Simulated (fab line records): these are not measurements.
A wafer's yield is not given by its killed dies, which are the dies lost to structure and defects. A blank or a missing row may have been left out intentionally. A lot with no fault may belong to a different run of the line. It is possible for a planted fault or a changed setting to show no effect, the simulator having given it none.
Matching of chambers / flow gf180mcu / GF_V2_CVD_02 on pecvd-01: 3 sister chambers
The step deposits SiO2 from TEOS, target thk 850 nm, time 94.851 s. 3 wafers are shown with their chamber, then 9 later ones without.

## WAFERS, EACH WITH ITS CHAMBER
wafer=L093.4; chamber=2; heater-power-w (W)=858
wafer=L093.5; chamber=1; heater-power-w (W)=697
wafer=L093.6; chamber=0; heater-power-w (W)=800

## WAFERS WHOSE CHAMBER IS MISSING
wafer=L094.1; heater-power-w (W)=670
wafer=L094.4; heater-power-w (W)=891
wafer=L094.5; heater-power-w (W)=743
wafer=L095.1; heater-power-w (W)=936
wafer=L095.2; heater-power-w (W)=769
wafer=L095.3; heater-power-w (W)=842
wafer=L095.4; heater-power-w (W)=893
wafer=L095.5; heater-power-w (W)=612
wafer=L095.6; heater-power-w (W)=754

## WHICH CHAMBER EACH WENT THROUGH
wafer=L094.1; from the rows above=1; in truth=1
wafer=L094.4; from the rows above=can't be placed: 2 or 0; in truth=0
wafer=L094.5; from the rows above=can't be placed: 1 or 0 or 2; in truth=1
wafer=L095.1; from the rows above=can't be placed: 2 or 0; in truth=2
wafer=L095.2; from the rows above=can't be placed: 0 or 1 or 2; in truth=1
wafer=L095.3; from the rows above=can't be placed: 2 or 0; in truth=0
wafer=L095.4; from the rows above=can't be placed: 2 or 0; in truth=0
wafer=L095.5; from the rows above=1; in truth=1
wafer=L095.6; from the rows above=can't be placed: 0 or 1 or 2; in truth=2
Correct placement for 2 of the 9. Can't be placed from these rows: 7 (the true chamber is among the candidates in 7). Placed wrongly: 0.
How it was worked out, from the rows above alone: a wafer's distance from a chamber is the root of the sum, over the readings, of the square of ((its reading less the chamber's mean) divided by the reading's scatter). If the next closest chamber is less than 2 further off than the closest, the wafer can't be placed; otherwise it belongs to the closest. The mean given for a chamber averages the wafers shown for that chamber. The scatter: with one shown wafer a chamber, the root of the mean of the squares of how far each hidden wafer lies from its nearest shown one.
